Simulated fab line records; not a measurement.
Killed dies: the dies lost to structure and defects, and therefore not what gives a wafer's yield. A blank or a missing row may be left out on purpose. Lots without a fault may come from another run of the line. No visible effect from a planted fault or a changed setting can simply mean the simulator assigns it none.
fab line records	flow sky130
record lots=13	wafers=39	last_day=50
route steps=708 shown LDD_HVN@277 LDD_LDN@296 POLY_CUT@318 SD_P@327 PAD_OPEN@708
lots that met no fault: taken from a fault-free run of the same line
start_h: hours from the record's first day to the start of the lot's first wafer shown	wait_h: hours elapsed since this lot's preceding step	" repeats the value in the row above	L1.1+2: several wafers, shown together as one row	- value missing, or start not given	* or withheld: withheld	< > ~ a bound
route shown NAME@n: NAME is a module with steps in the file, n the number in the route of the first one	usual: average and standard deviation across the fault-free wafers	same: alike in all rows	chamber/n: place in a boat	sites: the reading at each site	_std_site: standard deviation of those values	_edge_site: the outer-site mean with the inner-site mean subtracted	radius_mm: for every site, how far away it sits from the centre of the wafer	mask NAME#n: copy n	behind: the last tool/chamber to shape the wafer	hold: the reason the lot was held/the length of the hold in hours/how it ended	device: names the non-switching transistor (n, p or np)	end of line: the route-end tests of the same wafers	for a step that has no rows: nothing shown but its recipe	killed: at the first sort, the dies lost to defects and structure; wafer yield is something else	map: per-die view of a wafer (x killed, . not killed, _ where there is no die)
set.NAME: the setting that was run; set.NAME@STEP: the one run at that earlier step	model.NAME: the simulator's own value behind a step, which no gauge read
steps of the route over a sample of lots; a table a step, a row a wafer
services: from which hour (start_h, from the record's first day; less than 0 if before it) a tool's chamber was out of use, for how many hours, and why
## steps
# step SKY_LDD_HVN_TW_MEAS_10
# usual LDD_HVN_TW=1437/9.8
lot.wafer	tool	chamber	start_h	wait_h	LDD_HVN_TW
L162.2	film_metro-03	-	471.81	0.1	1435
L162.3	"	-	"	"	1438
L162.4	"	-	"	"	1454
L163.2	film_metro-04	-	472.11	0.1	1434
L163.3	"	-	"	"	1430
L163.4	"	-	"	"	1431
L164.1	film_metro-03	-	485.70	0.1	1456
L164.4	"	-	"	"	1454
L164.5	"	-	"	"	1450
L165.1	film_metro-04	-	508.32	0.1	1444
L165.4	"	-	"	"	1433
L165.6	"	-	"	"	1428
L167.1	film_metro-04	-	516.62	0.1	1434
L167.2	"	-	"	"	1435
L167.6	"	-	"	"	1435
L166.1	film_metro-02	-	517.45	0.1	1421
L166.3	"	-	"	"	1425
L166.6	"	-	"	"	1418
L168.3	film_metro-04	-	518.29	0.1	1440
L168.5	"	-	"	"	1443
L168.6	"	-	"	"	1435
L169.2	film_metro-03	-	550.26	0.1	1444
L169.5	"	-	"	"	1453
L169.6	"	-	"	"	1447
L171.1	film_metro-03	-	560.30	0.1	1462
L171.2	"	-	"	"	1453
L171.5	"	-	"	"	1447
L170.1	film_metro-04	-	560.60	0.1	1441
L170.2	"	-	"	"	1444
L170.3	"	-	"	"	1434
L180.1	film_metro-02	-	623.52	0.1	1427
L180.4	"	-	"	"	1430
L180.5	"	-	"	"	1429
L181.3	film_metro-04	-	637.07	0.1	1434
L181.4	"	-	"	"	1434
L181.5	"	-	"	"	1439
L185.1	film_metro-04	-	661.80	0.1	1427
L185.5	"	-	"	"	1433
L185.6	"	-	"	"	1425
# step SKY_LDD_LDN_OVL_MEAS_07
# usual LDD_LDN_OVL=-0.4/1.4
lot.wafer	tool	chamber	start_h	wait_h	LDD_LDN_OVL[nm]
L162.2	overlay-02	-	533.37	0.1	-1.0
L162.3	"	-	"	"	0.6
L162.4	"	-	"	"	1.0
L163.2	overlay-02	-	534.27	0.1	0.4
L163.3	"	-	"	"	0.0
L163.4	"	-	"	"	-1.6
L164.1	overlay-01	-	547.44	0.1	0.0
L164.4	"	-	"	"	2.6
L164.5	"	-	"	"	-0.4
L165.1	overlay-01	-	569.04	0.1	-1.5
L165.4	"	-	"	"	-0.3
L165.6	"	-	"	"	-0.4
L167.1	overlay-02	-	577.54	0.1	0.0
L167.2	"	-	"	"	0.8
L167.6	"	-	"	"	-1.6
L166.1	overlay-01	-	578.79	0.1	-1.6
L166.3	"	-	"	"	0.1
L166.6	"	-	"	"	-0.9
L168.3	overlay-01	-	579.10	0.1	-2.4
L168.5	"	-	"	"	1.7
L168.6	"	-	"	"	-0.2
L169.2	overlay-02	-	610.87	0.1	0.3
L169.5	"	-	"	"	-0.9
L169.6	"	-	"	"	-0.5
L171.1	overlay-01	-	619.87	0.1	0.2
L171.2	"	-	"	"	-1.6
L171.5	"	-	"	"	-0.7
L170.1	overlay-02	-	620.14	0.1	0.8
L170.2	"	-	"	"	0.8
L170.3	"	-	"	"	1.5
L180.1	overlay-01	-	680.02	0.1	-3.5
L180.4	"	-	"	"	-1.2
L180.5	"	-	"	"	-1.9
L181.3	overlay-02	-	694.68	0.1	-1.8
L181.4	"	-	"	"	0.6
L181.5	"	-	"	"	-0.2
L185.1	overlay-02	-	717.92	0.1	-2.2
L185.5	"	-	"	"	-1.4
L185.6	"	-	"	"	-2.8
# step SKY_POLY_CUT_ETCH_11
# recipe target=Si3N4	chemistry=CF4/CH2F2/Ar	stop_on=poly-Si	source_w=600	bias_w=150	pressure_mtorr=40	cf4_flow_sccm=40	ch2f2_flow_sccm=20	Ar_flow_sccm=150	time_s=42.5	target_depth_a=600
# usual drypump_motor_current_A=5.7/0.64	oes_product_au=0.830/0.0057	rf_fwd_power_W=593.1/2.5	run_length_s=71.0/0.34	throttle_valve_pct=14.994/0.009
lot.wafer	tool	chamber	start_h	wait_h	drypump_motor_current_A	oes_product_au	rf_fwd_power_W	rf_hours_counter_h	run_length_s	throttle_valve_pct
L162.2	rie_diel-03	0	566.81	0.0	6.0	0.831	591.2	2	70.7	14.995
L162.3	"	3	"	"	6.0	0.836	590.7	17	71.5	15.001
L162.4	"	2	"	"	6.3	0.828	590.4	11	70.9	14.997
L163.2	rie_diel-03	2	568.93	0.0	6.3	0.832	591.8	11	70.6	14.988
L163.3	"	1	"	"	4.8	0.830	597.9	12	71.0	14.982
L163.4	"	0	"	"	6.0	0.831	588.6	2	71.0	14.998
L164.1	rie_diel-01	2	580.14	0.0	5.5	0.838	594.3	12	70.8	15.000
L164.4	"	0	"	"	6.4	0.839	591.4	5	71.5	14.996
L164.5	"	0	"	"	6.5	0.844	591.6	-	72.0	14.995
L165.1	rie_diel-01	0	601.19	0.0	6.5	0.828	595.4	6	71.2	14.998
L165.4	"	1	"	"	6.3	0.827	589.8	8	71.2	14.986
L165.6	"	2	"	"	5.6	0.827	595.1	-	70.8	14.997
L167.1	rie_diel-01	3	610.74	0.0	4.8	0.828	595.6	45	70.8	15.017
L167.2	"	0	"	"	6.5	0.825	591.9	6	71.4	14.986
L167.6	"	3	"	"	4.8	0.829	593.6	-	70.7	15.000
L166.1	rie_diel-01	3	611.81	0.0	4.8	0.825	597.2	45	71.0	15.019
L166.3	"	2	"	"	5.4	0.824	594.7	12	71.1	14.996
L166.6	"	0	"	"	6.5	0.824	592.8	-	71.2	14.998
L168.3	rie_diel-03	2	612.09	0.0	6.3	0.826	589.8	12	70.9	14.981
L168.5	"	0	"	"	6.0	0.828	590.8	-	71.2	15.013
L168.6	"	1	"	"	4.8	0.840	596.6	-	70.8	14.996
L169.2	rie_diel-01	1	642.98	0.0	6.2	0.826	595.0	9	71.1	14.991
L169.5	"	1	"	"	6.3	0.835	594.1	-	70.9	14.987
L169.6	"	2	"	"	5.5	0.837	594.4	-	70.6	14.996
L171.1	rie_diel-01	3	651.29	0.0	4.8	0.822	594.0	46	70.7	15.012
L171.2	"	1	"	"	6.3	0.827	592.9	9	71.2	15.001
L171.5	"	1	"	"	6.2	0.825	591.0	-	71.0	14.994
L170.1	rie_diel-01	3	653.39	0.0	4.8	0.839	596.9	46	70.8	14.997
L170.2	"	0	"	"	6.5	0.824	594.9	7	71.2	14.984
L170.3	"	2	"	"	5.5	0.830	593.1	14	70.5	15.000
L180.1	rie_diel-01	2	710.49	0.0	5.5	0.822	589.9	15	70.6	14.994
L180.4	"	1	"	"	6.3	0.834	592.7	11	71.5	14.986
L180.5	"	3	"	"	4.8	0.726	596.2	-	82.9	15.001
L181.3	rie_diel-03	2	724.96	0.0	6.3	0.830	593.7	15	71.4	14.985
L181.4	"	1	"	"	4.8	0.832	597.5	16	70.8	15.004
L181.5	"	2	"	"	6.3	0.829	595.7	-	70.7	15.000
L185.1	rie_diel-04	3	749.29	0.0	5.0	0.822	593.5	4	70.6	14.998
L185.5	"	2	"	"	5.5	0.817	596.0	-	70.8	14.982
L185.6	"	0	"	"	5.3	0.829	592.6	-	70.3	14.995
# step SKY_SD_P_CD_MEAS_07
# recipe target_cd_nm=380
# usual cd_nm=379.9/2.5
lot.wafer	tool	chamber	start_h	wait_h	cd_nm
L162.2	cd_sem-01	-	597.56	0.1	384.5
L162.3	"	-	"	"	384.4
L162.4	"	-	"	"	382.4
L163.2	cd_sem-02	-	598.76	0.1	378.3
L163.3	"	-	"	"	378.7
L163.4	"	-	"	"	379.0
L164.1	cd_sem-02	-	610.19	0.1	377.0
L164.4	"	-	"	"	377.2
L164.5	"	-	"	"	374.5
L165.1	cd_sem-02	-	630.84	0.1	380.4
L165.4	"	-	"	"	380.7
L165.6	"	-	"	"	379.4
L167.1	cd_sem-02	-	639.54	0.1	380.1
L167.2	"	-	"	"	376.0
L167.6	"	-	"	"	379.4
L166.1	cd_sem-01	-	640.82	0.1	382.3
L166.3	"	-	"	"	379.3
L166.6	"	-	"	"	381.6
L168.3	cd_sem-02	-	641.08	0.1	376.6
L168.5	"	-	"	"	378.7
L168.6	"	-	"	"	377.5
L169.2	cd_sem-01	-	670.54	0.1	380.3
L169.5	"	-	"	"	382.6
L169.6	"	-	"	"	382.7
L171.1	cd_sem-01	-	678.29	0.1	377.0
L171.2	"	-	"	"	380.0
L171.5	"	-	"	"	376.6
L170.1	cd_sem-01	-	681.19	0.1	383.9
L170.2	"	-	"	"	382.0
L170.3	"	-	"	"	381.5
L180.1	cd_sem-02	-	739.14	0.1	380.9
L180.4	"	-	"	"	381.6
L180.5	"	-	"	"	380.2
L181.3	cd_sem-02	-	751.83	0.2	382.2
L181.4	"	-	"	"	381.7
L181.5	"	-	"	"	384.4
L185.1	cd_sem-01	-	775.79	0.1	378.5
L185.5	"	-	"	"	379.0
L185.6	"	-	"	"	379.1
# step SKY_PAD_OPEN_PROBE_99
# usual killed_at_M0_to_M3=44/8.6	killed_at_M4_up=3.4/1.9	killed_at_contacts=23/5.7	killed_at_front_end=15/4.5	killed_at_other=0.4/0.62	killed_dies=86/11	killed_open=46/7.6	killed_short=39/6.3
# same gross_dies=492	killed_at_back_side=0
lot.wafer	tool	chamber	start_h	wait_h	killed_at_M0_to_M3	killed_at_M4_up	killed_at_contacts	killed_at_front_end	killed_at_other	killed_dies	killed_open	killed_short
L165.1	prober-01	-	1106.43	0.1	36	4	15	30	1	86	46	39
L165.4	prober-01	-	1106.58	0.2	38	2	24	10	0	74	42	32
L165.6	prober-01	-	1106.68	0.2	52	3	20	22	0	97	50	47
L167.1	prober-02	-	1115.99	0.1	51	6	21	13	0	91	43	48
L167.2	prober-02	-	1116.04	0.1	43	4	29	13	2	91	47	44
L167.6	prober-02	-	1116.24	0.2	33	1	30	17	0	81	43	38
L166.1	prober-01	-	1116.98	0.1	45	5	7	19	0	76	34	42
L166.3	prober-01	-	1117.08	0.2	49	3	22	18	0	92	46	44
L166.6	prober-01	-	1117.23	0.2	50	3	25	17	0	95	47	48
L168.3	prober-02	-	1117.59	0.2	44	3	26	22	1	96	55	40
L168.5	prober-02	-	1117.69	0.2	54	3	24	23	0	104	61	43
L168.6	prober-02	-	1117.74	0.2	40	0	34	19	2	95	53	41
L185.1	prober-01	-	1201.97	0.1	39	6	22	12	0	79	42	36
L185.5	prober-01	-	1202.17	0.2	47	3	30	22	1	103	57	46
L185.6	prober-01	-	1202.22	0.2	40	2	26	16	0	84	46	38
# killed by level:class
L165.1 VIA1:geometric_particle:open=10 CONTACT:geometric_particle:open=9 FIELD_ISO:geometric_particle:short=8 FIELD_ISO:geometric_particle:open=6 POLY_GATE:geometric_particle:open=6 METAL1:geometric_particle:short=6 METAL2:geometric_particle:short=5 POLY_GATE:geometric_particle:short=3
L165.4 CONTACT:geometric_particle:open=9 LI_CONTACT:geometric_particle:open=7 VIA1:geometric_particle:open=7 CONTACT:geometric_particle:short=6 METAL1:geometric_particle:short=6 METAL2:geometric_particle:short=5 FIELD_ISO:geometric_particle:open=4 METAL1:geometric_particle:open=4
L165.6 METAL1:geometric_particle:short=13 VIA2:geometric_particle:open=11 FIELD_ISO:geometric_particle:open=7 CONTACT:geometric_particle:open=7 VIA1:geometric_particle:open=6 LI_CONTACT:geometric_particle:open=6 VIA3:geometric_particle:open=6 FIELD_ISO:geometric_particle:short=5
L167.1 VIA1:geometric_particle:open=8 METAL2:geometric_particle:short=8 CONTACT:geometric_particle:open=8 VIA1:geometric_particle:short=7 VIA3:geometric_particle:open=7 VIA2:geometric_particle:open=6 LOCAL_INTERCONNECT:geometric_particle:short=5 METAL1:geometric_particle:short=5
L167.2 VIA1:geometric_particle:open=10 CONTACT:geometric_particle:open=10 CONTACT:geometric_particle:short=8 METAL2:geometric_particle:short=7 VIA2:geometric_particle:open=6 POLY_GATE:geometric_particle:short=5 LI_CONTACT:geometric_particle:open=5 VIA1:geometric_particle:short=5
L167.6 CONTACT:geometric_particle:open=9 CONTACT:geometric_particle:short=8 VIA1:geometric_particle:open=7 LOCAL_INTERCONNECT:geometric_particle:short=6 METAL1:geometric_particle:short=6 VIA3:geometric_particle:open=6 POLY_GATE:geometric_particle:open=5 POLY_GATE:geometric_particle:short=5
L166.1 VIA1:geometric_particle:short=10 VIA1:geometric_particle:open=8 METAL2:geometric_particle:short=7 POLY_GATE:geometric_particle:short=5 METAL1:geometric_particle:short=5 VIA3:geometric_particle:open=5 FIELD_ISO:geometric_particle:open=4 POLY_GATE:geometric_particle:open=4
L166.3 VIA1:geometric_particle:open=14 LOCAL_INTERCONNECT:geometric_particle:short=6 METAL2:geometric_particle:short=6 VIA3:geometric_particle:open=6 LI_CONTACT:geometric_particle:open=5 CONTACT:geometric_particle:open=5 VIA2:geometric_particle:open=5 FIELD_ISO:geometric_particle:short=4
L166.6 VIA1:geometric_particle:open=14 LOCAL_INTERCONNECT:geometric_particle:short=8 METAL3:geometric_particle:short=7 VIA1:geometric_particle:short=6 VIA3:geometric_particle:open=6 POLY_GATE:geometric_particle:open=5 POLY_GATE:geometric_particle:short=5 LI_CONTACT:geometric_particle:open=5
L168.3 VIA1:geometric_particle:open=13 CONTACT:geometric_particle:open=12 FIELD_ISO:geometric_particle:short=7 FIELD_ISO:geometric_particle:open=6 CONTACT:geometric_particle:short=6 VIA2:geometric_particle:open=6 METAL2:geometric_particle:short=5 VIA3:geometric_particle:open=5
L168.5 CONTACT:geometric_particle:open=12 VIA1:geometric_particle:open=11 VIA2:geometric_particle:open=11 FIELD_ISO:geometric_particle:open=7 LI_CONTACT:geometric_particle:open=7 METAL1:geometric_particle:short=7 VIA1:geometric_particle:short=5 METAL2:geometric_particle:short=5
L168.6 CONTACT:geometric_particle:open=16 LI_CONTACT:geometric_particle:open=9 POLY_GATE:geometric_particle:short=8 VIA1:geometric_particle:open=7 METAL2:geometric_particle:short=7 VIA3:geometric_particle:open=7 VIA2:geometric_particle:open=7 FIELD_ISO:geometric_particle:short=6
L185.1 VIA1:geometric_particle:open=11 LI_CONTACT:geometric_particle:open=8 CONTACT:geometric_particle:open=6 METAL4:geometric_particle:short=5 VIA3:geometric_particle:open=5 VIA1:geometric_particle:short=4 METAL2:geometric_particle:short=4 VIA2:geometric_particle:open=4
L185.5 VIA1:geometric_particle:open=14 CONTACT:geometric_particle:open=11 LI_CONTACT:geometric_particle:open=10 FIELD_ISO:geometric_particle:short=7 METAL1:geometric_particle:short=7 METAL2:geometric_particle:short=7 POLY_GATE:geometric_particle:short=5 FIELD_ISO:geometric_particle:open=4
L185.6 VIA1:geometric_particle:open=15 LI_CONTACT:geometric_particle:open=6 CONTACT:geometric_particle:short=6 POLY_GATE:geometric_particle:short=5 LOCAL_INTERCONNECT:geometric_particle:short=5 METAL1:geometric_particle:short=5 VIA3:geometric_particle:open=5 FIELD_ISO:geometric_particle:short=4
## services
tool	chamber	start_h	hours	kind
rie_diel-01	-	544.24	28.1	pm
rie_diel-01	1	590.90	3.9	repair
rie_diel-03	-	593.11	2.8	pm
rie_diel-04	1	607.95	8.3	repair
rie_diel-04	1	618.33	-	clean
rie_diel-04	1	618.33	18.4	scheduled_down
rie_diel-04	1	618.33	18.4	vent_cycle
rie_diel-04	-	620.78	0.4	repair
rie_diel-01	0	630.89	22.3	repair
rie_diel-03	1	634.90	7.0	repair
rie_diel-04	-	656.99	0.7	repair
rie_diel-01	3	657.14	6.1	repair
rie_diel-04	1	657.91	6.3	repair
rie_diel-04	2	664.00	4.5	repair
rie_diel-01	2	686.81	7.9	repair
rie_diel-03	0	699.54	9.1	repair
rie_diel-04	1	701.45	7.3	repair
rie_diel-04	2	709.25	-	clean
rie_diel-04	2	709.25	16.3	scheduled_down
rie_diel-04	2	709.25	16.3	vent_cycle
rie_diel-03	2	715.08	4.6	repair
rie_diel-04	1	723.94	35.9	repair
rie_diel-03	0	747.43	3.6	repair
## key
first_sign step=SKY_POLY_CUT_ETCH_11	reading=run_length_s	direction=up	sigmas=35	usual=*	struck=*
effect step=SKY_POLY_CUT_ETCH_11	reading=oes_product_au	direction=down	sigmas=18	usual=0.830	struck=0.726
met_at SKY_POLY_CUT_ETCH_11
struck_lots L180
struck_wafers L180.5
tester_left_out L180
not_acting_at SKY_LDD_HVN_TW_MEAS_10,SKY_LDD_LDN_OVL_MEAS_07,SKY_SD_P_CD_MEAS_07
onset_between 653.39 710.49
fault kind=process_parameter_drift	tool=rie_diel-01	chamber=3	onset_h=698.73	steps=SKY_POLY_CUT_ETCH_11	channel=time_s	offset=*	shape=step	end_h=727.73	acts_in=*	stated=*
# tester_left_out: of these lots the tester's yield and bins aren't shown, on N5 and GAA mostly nor the transistor test; their killed dies are dies lost to structure and defects alone, not to doping, threshold or leakage, so they don't give the yield
